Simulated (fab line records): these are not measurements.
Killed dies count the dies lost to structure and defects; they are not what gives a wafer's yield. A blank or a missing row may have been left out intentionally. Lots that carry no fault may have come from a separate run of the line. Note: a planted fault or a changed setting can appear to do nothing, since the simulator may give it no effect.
One fault through the eyes of 2 desks / flow gf180mcu / only its own numbers are on each desk; what lay behind them is given at the end

== AT THE TOOL OWNER'S DESK: litho track-04 ==
The tool's own readings at GF_M1_COAT_09 (resist thk 1000 nm): means of the sampled wafers that have a number, for each lot that ran on this tool. Any lot whose mean is over 4 standard deviations away from the usual mean is out of limits and marked OUT; that distance is given in the brackets.
Columns: A = exhaust pa at GF_M1_COAT_09, usual 45.2 Pa
lot=L690; first seen here=day 17 04:55; A=44.4
lot=L695; first seen here=day 19 01:19; A=45.1
lot=L696; first seen here=day 19 10:14; A=45.1
lot=L698; first seen here=day 20 05:26; A=45.3
lot=L700; first seen here=day 20 21:31; A=44.9
lot=L701; first seen here=day 21 08:08; A=45.4
lot=L702; first seen here=day 21 13:38; A=45.7
lot=L704; first seen here=day 22 07:22; A=45.9
This desk's verdict: no lot among the 8 shows anything out of limits.

== FROM THE METROLOGY DESK ==
Lot by lot, what the gauges showed, no matter which tool ran the lot: averages of those sampled wafers that carry a number. Any lot whose mean is over 4 standard deviations away from the usual mean is out of limits and marked OUT; that distance is given in the brackets.
Columns: A = cd nm at GF_CONTACT_CD_MEAS_14, usual 220.2 nm; B = cd nm at GF_M1_CD_MEAS_14, usual 230.2 nm
lot=L690; first seen here=day 16 16:11; A=221.0; B=229.8
lot=L695; first seen here=day 18 11:53; A=220.5; B=231.1
lot=L696; first seen here=day 18 20:55; A=217.9; B=229.6
lot=L698; first seen here=day 19 16:51; A=219.3; B=230.7
lot=L699; first seen here=day 20 03:58; A=221.0; B=230.2
lot=L700; first seen here=day 20 07:35; A=220.7; B=231.3
lot=L701; first seen here=day 20 19:05; A=221.6; B=232.0
lot=L702; first seen here=day 21 01:16; A=218.4; B=230.9
lot=L703; first seen here=day 21 07:56; A=219.5; B=230.4
lot=L704; first seen here=day 21 18:35; A=221.6; B=231.7
lot=L712; first seen here=day 24 16:17; A=219.9; B=230.0
This desk's verdict: no lot among the 11 shows anything out of limits.

== ALL TOGETHER ==
The tool owner's desk saw nothing out of limits.
Nothing out of limits was seen by the metrology desk.

== WHAT WAS PUT IN BY THE SIMULATOR ==
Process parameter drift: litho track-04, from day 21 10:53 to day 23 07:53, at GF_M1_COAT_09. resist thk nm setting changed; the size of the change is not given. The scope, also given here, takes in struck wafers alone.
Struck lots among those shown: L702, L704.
